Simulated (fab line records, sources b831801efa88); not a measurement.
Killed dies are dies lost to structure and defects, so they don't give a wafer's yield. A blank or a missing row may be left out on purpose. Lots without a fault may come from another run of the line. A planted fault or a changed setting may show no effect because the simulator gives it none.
Chamber matching | flow gf180mcu | GF_V1_CMP_04 on cmp-01: 4 sister chambers
The step polishes SiO2. 4 wafers are shown with their chamber, then 12 later ones without.

WAFERS WITH THEIR CHAMBER
wafer  | chamber | motor_current_A (A)
L089.5 | 0       | 11.1
L090.1 | 1       | 12.5
L090.3 | 3       | 10.5
L090.4 | 2       | 11.6

WAFERS WITHOUT THEIR CHAMBER
wafer  | motor_current_A (A)
L094.4 | 10.4
L094.5 | 11.8
L094.6 | 12.2
L095.1 | 10.8
L095.3 | 11.0
L095.4 | 12.4
L096.1 | 12.8
L096.3 | 11.0
L096.6 | 10.9
L097.3 | 10.9
L097.4 | 12.1
L097.5 | 11.7

WHICH CHAMBER EACH WENT THROUGH
wafer  | from the rows above     | in truth
L094.4 | 3                       | 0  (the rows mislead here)
L094.5 | 2                       | 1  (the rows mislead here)
L094.6 | can't be placed: 1 or 2 | 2
L095.1 | can't be placed: 0 or 3 | 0
L095.3 | can't be placed: 0 or 3 | 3
L095.4 | 1                       | 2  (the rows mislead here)
L096.1 | 1                       | 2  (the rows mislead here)
L096.3 | can't be placed: 0 or 3 | 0
L096.6 | can't be placed: 0 or 3 | 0
L097.3 | can't be placed: 0 or 3 | 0
L097.4 | can't be placed: 1 or 2 | 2
L097.5 | 2                       | 2
Placed correctly: 1 of 12. Can't be placed from these rows: 7 (the true chamber is among the candidates in 7). Placed wrongly: 4.
How it was worked out, from the rows above alone: a wafer's distance from a chamber is the root of the sum, over the readings, of the square of ((its reading less the chamber's mean) divided by the reading's scatter). The wafer belongs to the nearest chamber; if the next one is less than 2 further off, it can't be placed. A chamber's mean is the mean of its shown wafers. The scatter: with one shown wafer a chamber, the root of the mean of the squares of how far each hidden wafer lies from its nearest shown one.
